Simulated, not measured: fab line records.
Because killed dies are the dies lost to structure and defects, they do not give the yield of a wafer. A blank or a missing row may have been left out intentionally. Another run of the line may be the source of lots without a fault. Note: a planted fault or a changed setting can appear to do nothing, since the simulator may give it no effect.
A struck lot beside a sound one / flow sky130 / 40 out of 708 route steps
Sound: the wafers L966.1, L966.2, L966.5. Wafers L970.2, L970.3, L970.5 were the ones struck. The cause comes at the end.
At each step with rows: each side's tool, then ch and its chambers, then its first start. Under that, the readings that differ: sound wafers / struck wafers / difference of the means / sigmas: that difference in standard deviations of wafers without a fault.
alike: words and numbers the same on both sides, and readings whose means are apart by under 2 such deviations; not compared: readings that were withheld, readings missing a value for some wafer, numbers with overlapping values and no deviation given by the record, and bounds like >300 which may hide the same value.
A row with sigmas, a row that says differs or no value, or rows on one side alone: a step with any of these is where the two part. When numbers do not overlap yet have no deviation, they are printed without sigmas and do not part them. A reading that every wafer of one side lacks parts them only if that side has two wafers or more.

first, 3 steps without rows for these wafers: SKY_VIA3_STRIP_17 (strips in post etch residue remover, time 1200 s); SKY_VIA3_CLEAN_18 (cleans in IPA, time 180 s); SKY_VIA3_CLEAN_19 (cleans in O3/DIW).
SKY_VIA3_SPUTTER_20: material TiN, target thk 20 nm, time 80 s.
  sound on pvd-sputter-03 at day 42 09:30; struck on pvd-sputter-04 at day 43 15:40
  alike: cathode-dc-power-W, chamber-pressure-pa, throttle-valve-pct
then, 1 step without rows for these wafers: SKY_VIA3_CVD_21 (deposits W, target thk 390 nm, time 117.31 s).
SKY_VIA3_RS_MEAS_22: uses a four-point probe to measure.
  sound on film-metro-01 at day 42 09:41; struck on film-metro-04 at day 43 15:52
  alike: VIA3_W_RS
SKY_VIA3_THK_MEAS_23: measures by xrf.
  sound on film-metro-01 at day 42 09:48; struck on film-metro-04 at day 43 15:59
  alike: VIA3_W_THK
then, 1 step without rows for these wafers: SKY_VIA3_CMP_24 (polishes, stops on SiO2, t overpolish 20 s, target thk 0 nm).
SKY_METAL4_SPUTTER_00: material Ti, target thk 15 nm, time 10 s.
  sound on pvd-sputter-04 at day 42 10:10; struck on pvd-sputter-03 at day 43 16:20
  alike: cathode-dc-power-W, chamber-pressure-pa, throttle-valve-pct
SKY_METAL4_SPUTTER_01: material TiN, target thk 20 nm, time 16.7 s.
  sound on pvd-sputter-04 at day 42 10:11; struck on pvd-sputter-03 at day 43 16:21
  alike: cathode-dc-power-W, chamber-pressure-pa, throttle-valve-pct
then, 1 step without rows for these wafers: SKY_METAL4_SPUTTER_02 (material AlCu, target thk 735 nm, time 39.1 s).
SKY_METAL4_SPUTTER_03: material Ti, target thk 5 nm, time 3.3 s.
  sound on pvd-sputter-04 at day 42 10:15; struck on pvd-sputter-03 at day 43 16:25
  alike: cathode-dc-power-W, chamber-pressure-pa, throttle-valve-pct
SKY_METAL4_SPUTTER_04: material TiN, target thk 70 nm, time 58.3 s.
  sound on pvd-sputter-04 at day 42 10:16; struck on pvd-sputter-03 at day 43 16:26
  no value came back on the struck wafers for cathode-dc-power-W (W), chamber-pressure-pa (Pa), throttle-valve-pct (%); on the sound wafers cathode-dc-power-W (W) reads 6501.8 6499.1 6499.4
then, 9 steps without rows for these wafers: SKY_CAP2M_CVD_00 (deposits SiO2, target thk 15.5 nm); SKY_CAP2M_SPUTTER_02 (material TiN, target thk 200 nm, time 166.7 s); SKY_CAP2M_DEHYDRATE_05 (time 60 s); SKY_CAP2M_HMDS_06 (prime time 60 s); SKY_CAP2M_COAT_07 (resist thk 1140 nm); SKY_CAP2M_SOFTBAKE_08 (time 60 s); SKY_CAP2M_EXPOSE_09 (exposes mask CAP2M, target cd 1000 nm); SKY_CAP2M_PEB_10; SKY_CAP2M_DEVELOP_11 (develop time 60 s).
SKY_CAP2M_OVL_MEAS_12:
  sound on overlay-01 at day 43 10:00; struck on overlay-02 at day 44 14:25
reading=CAP2M_OVL (nm); sound=1.7 0.7 1.9; struck=0.2 -3.3 -2.9; difference=-3.4; sigmas=-2
then, 13 steps without rows for these wafers: SKY_CAP2M_METAL_ETCH_13 (etches TiN in Cl2/BCl3, stops on SiO2, target depth 220 nm, time 62.9 s); SKY_CAP2M_STRIP_14 (strips in O2/N2); SKY_CAP2M_STRIP_15 (strips in post etch residue remover, time 1200 s); SKY_CAP2M_CLEAN_16 (cleans in IPA, time 180 s); SKY_CAP2M_CLEAN_17 (cleans in O3/DIW); SKY_METAL4_DEHYDRATE_05 (time 60 s); SKY_METAL4_HMDS_06 (prime time 60 s); SKY_METAL4_COAT_07 (resist thk 60 nm); SKY_METAL4_COAT_08 (resist thk 1140 nm); SKY_METAL4_SOFTBAKE_09 (time 90 s); SKY_METAL4_EXPOSE_10 (exposes mask MM4, target cd 300 nm); SKY_METAL4_PEB_11; SKY_METAL4_DEVELOP_12 (develop time 60 s).
SKY_METAL4_CD_MEAS_13: target cd 300 nm.
  sound on cd-sem-02 at day 44 09:47; struck on cd-sem-02 at day 45 12:45
  alike: cd-nm
SKY_METAL4_OVL_MEAS_14:
  sound on overlay-02 at day 44 09:54; struck on overlay-01 at day 45 12:52
  alike: METAL4_OVL
SKY_METAL4_DESCUM_15: chemistry O2, time 8 s.
  sound on rie-metal-04 ch 0,1, day 44 09:56; struck on rie-metal-01 ch 0,1, day 45 12:53
  alike: drypump-motor-current-A, oes-product-au
  not compared: rf-hours-counter-h
SKY_METAL4_METAL_ETCH_18: etches the open film in Cl2/BCl3, stops on SiO2, target depth 845 nm, time 183.1 s.
  sound on rie-metal-01 ch 0,1, day 44 10:05; struck on rie-metal-02 ch 0,1, day 45 13:02
reading=oes-product-au (a.u.); sound=0.871 0.862 0.864; struck=0.823 0.831 0.821; difference=-0.041; sigmas=-6
  alike: drypump-motor-current-A, throttle-valve-pct
  not compared: rf-hours-counter-h

## WHERE THEY PART
Earliest at SKY_METAL4_SPUTTER_04; latest, in this record, at SKY_METAL4_METAL_ETCH_18.

WHY: the cause the simulator had injected
Entire step skipped (pvd-sputter-03, SKY_METAL4_SPUTTER_04), from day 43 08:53 onward. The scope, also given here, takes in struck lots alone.
